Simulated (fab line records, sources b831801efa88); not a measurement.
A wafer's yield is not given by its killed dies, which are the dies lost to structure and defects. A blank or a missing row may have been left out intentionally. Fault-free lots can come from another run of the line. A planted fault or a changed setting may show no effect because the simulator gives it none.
A lot that was struck, set against a sound lot + flow sky130 + 43 steps out of a route of 708
Sound: wafers L311.2, L311.3, L311.5. The struck wafers were L307.2, L307.4, L307.5. Last of all comes the cause.
Each step with rows lists, per side, the tool, then ch with its chambers, then its first start. Under that, the readings that differ: sound wafers + struck wafers + difference of the means + sigmas: that difference in standard deviations of wafers without a fault.
alike: readings whose means differ by less than 2 such deviations, and words and numbers that are the same on both sides. not compared: withheld readings, readings that some wafer has no value for, bounds like >300 that may hide the same value, and numbers for which the record gives no deviation and whose values overlap.
A row with sigmas, a row that says differs or no value, or rows on one side alone: a step with any of these is where the two part. Non-overlapping numbers with no deviation appear without sigmas and do not part them. A reading missing from all wafers of one side parts the sides only when that side holds two or more wafers.

first, 8 steps without rows for these wafers: SKY_DNWELL_DEHYDRATE_00 (time 60 s); SKY_DNWELL_HMDS_01 (prime time 60 s); SKY_DNWELL_COAT_02 (resist thk 3000 nm); SKY_DNWELL_SOFTBAKE_03; SKY_DNWELL_EXPOSE_04 (exposes mask DNM, target cd 3000 nm); SKY_DNWELL_PEB_05; SKY_DNWELL_DEVELOP_06 (develop time 60 s); SKY_DNWELL_IMPLANT_07.
SKY_DNWELL_STRIP_08: strips in O2/N2.
  sound on plasmaAsher-04 ch 0,1, day 6 02:11; struck on plasmaAsher-02 ch 0,1, day 5 09:52
| reading                  | sound       | struck      | difference | sigmas |
|--------------------------|-------------|-------------|------------|--------|
| drypumpMotorCurrentA (A) | 5.3 5.6 5.3 | 6.1 6.1 6.1 | +0.7       | +2     |
  alike: oesProductAu, stripTimeToEndpointS
  not compared: rfHoursCounterH
SKY_DNWELL_TW_MEAS_09:
  struck on filmMetro-02, day 5 09:58; sound on filmMetro-02, day 6 02:18
  alike: DNWELL_TW
then, 2 steps without rows for these wafers: SKY_PWDE_DEHYDRATE_00 (time 60 s); SKY_PWDE_HMDS_01 (prime time 60 s).
SKY_PWDE_COAT_02: resist thk 3000 nm.
  sound on lithoTrack-02 ch 0, day 6 11:19; struck on lithoTrack-01, day 5 19:10
  no value came back on the struck wafers for chillPlateTempC (C), dispensePressureKPa (kPa); on the sound wafers chillPlateTempC (C) reads 23.11 23.20 23.05
then, 3 steps without rows for these wafers: SKY_PWDE_SOFTBAKE_03; SKY_PWDE_EXPOSE_04 (exposes mask PWDEM, target cd 840 nm); SKY_PWDE_PEB_05.
SKY_PWDE_DEVELOP_06: develop time 60 s.
  sound: lithoTrack-02 ch 0; struck: lithoTrack-01 ch 0
  not compared: model.PWDE.cdNm
SKY_PWDE_OVL_MEAS_07:
  struck on overlay-01, day 6 05:03; sound on overlay-01, day 6 21:57
| reading       | sound       | struck | difference                    | sigmas |
|---------------|-------------|--------|-------------------------------|--------|
| PWDE_OVL (nm) | 0.4 1.8 0.4 | - - -  | no value on the struck wafers |        |
following that, these wafers have no rows for 1 step: SKY_PWDE_IMPLANT_08.
SKY_PWDE_STRIP_09: strips in O2/N2.
  sound on plasmaAsher-03 ch 0,1, day 6 22:08; struck on plasmaAsher-04 ch 1, day 6 05:14
  no value came back on the struck wafers for oesProductAu (a.u.), stripTimeToEndpointS (s); on the sound wafers oesProductAu (a.u.) reads 0.728 0.721 0.718
  alike: drypumpMotorCurrentA
  not compared: rfHoursCounterH
SKY_PWDE_TW_MEAS_10:
  struck on filmMetro-01, day 6 05:20; sound on filmMetro-04, day 6 22:14
  alike: PWDE_TW
then, 7 steps without rows for these wafers: SKY_NWELL_DEHYDRATE_03 (time 60 s); SKY_NWELL_HMDS_04 (prime time 60 s); SKY_NWELL_COAT_05 (resist thk 3000 nm); SKY_NWELL_SOFTBAKE_06; SKY_NWELL_EXPOSE_07 (exposes mask NWM, target cd 840 nm); SKY_NWELL_PEB_08; SKY_NWELL_DEVELOP_09 (develop time 60 s).
SKY_NWELL_OVL_MEAS_10:
  struck on overlay-01, day 7 00:37; sound on overlay-01, day 7 17:45
  alike: NWELL_00_OVL
then, 3 steps without rows for these wafers: SKY_NWELL_IMPLANT_11; SKY_NWELL_IMPLANT_12; SKY_NWELL_IMPLANT_13.
SKY_NWELL_STRIP_14: strips in O2/N2.
  sound on plasmaAsher-02 ch 0, day 7 18:14; struck on plasmaAsher-02 ch 0,1, day 7 01:05
  alike: drypumpMotorCurrentA, oesProductAu, stripTimeToEndpointS
  not compared: rfHoursCounterH
SKY_NWELL_TW_MEAS_15:
  struck on filmMetro-04, day 7 01:12; sound on filmMetro-04, day 7 18:20
  alike: NWELL_TW
then, 7 steps without rows for these wafers: SKY_NWELL_DEHYDRATE_16 (time 60 s); SKY_NWELL_HMDS_17 (prime time 60 s); SKY_NWELL_COAT_18 (resist thk 3000 nm); SKY_NWELL_SOFTBAKE_19; SKY_NWELL_EXPOSE_20 (exposes mask NWM COMPLEMENT, target cd 840 nm); SKY_NWELL_PEB_21; SKY_NWELL_DEVELOP_22 (develop time 60 s).
SKY_NWELL_OVL_MEAS_23:
  struck on overlay-01, day 7 21:37; sound on overlay-01, day 8 15:25
  alike: NWELL_01_OVL
SKY_NWELL_TW_MEAS_26:
  struck on filmMetro-02, day 7 21:54; sound on filmMetro-04, day 8 15:42
| reading    | sound       | struck      | difference | sigmas |
|------------|-------------|-------------|------------|--------|
| NWELL_2_TW | 498 502 502 | 552 551 549 | +50        | +14    |

WHERE THEY PART
At SKY_DNWELL_STRIP_08 first; at SKY_NWELL_TW_MEAS_26 last (within this record only).

WHY: whatever the simulator had introduced
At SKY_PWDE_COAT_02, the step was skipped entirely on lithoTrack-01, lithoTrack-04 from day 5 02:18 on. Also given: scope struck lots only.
